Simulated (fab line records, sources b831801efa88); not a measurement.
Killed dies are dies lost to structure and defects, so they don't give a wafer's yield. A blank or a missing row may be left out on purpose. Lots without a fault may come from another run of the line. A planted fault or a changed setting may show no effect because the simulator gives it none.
Chamber matching | flow sky130 | SKY_LI_CONTACT_ETCH_15 on rie_diel-02: 3 sister chambers
The step etches PSG in C4F8/O2/Ar, stops on Si, target depth 600 nm. 3 wafers are shown with their chamber, then 6 later ones without.

WAFERS WITH THEIR CHAMBER
wafer  | chamber | bias_w (W)
L084.3 | 1       | 1201
L087.4 | 0       | 1201
L087.6 | 3       | 1203

WAFERS WITHOUT THEIR CHAMBER
wafer  | bias_w (W)
L090.2 | 1199
L090.4 | 1198
L091.1 | 1199
L091.4 | 1197
L097.2 | 1198
L097.6 | 1198

WHICH CHAMBER EACH WENT THROUGH
wafer  | from the rows above          | in truth
L090.2 | can't be placed: 0 or 1 or 3 | 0
L090.4 | can't be placed: 0 or 1 or 3 | 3
L091.1 | can't be placed: 0 or 1 or 3 | 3
L091.4 | can't be placed: 0 or 1 or 3 | 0
L097.2 | can't be placed: 0 or 1 or 3 | 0
L097.6 | can't be placed: 0 or 1 or 3 | 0
Placed correctly: 0 of 6. Can't be placed from these rows: 6 (the true chamber is among the candidates in 6). Placed wrongly: 0.
How it was worked out, from the rows above alone: a wafer's distance from a chamber is the root of the sum, over the readings, of the square of ((its reading less the chamber's mean) divided by the reading's scatter). The wafer belongs to the nearest chamber; if the next one is less than 2 further off, it can't be placed. A chamber's mean is the mean of its shown wafers. The scatter: with one shown wafer a chamber, the root of the mean of the squares of how far each hidden wafer lies from its nearest shown one.
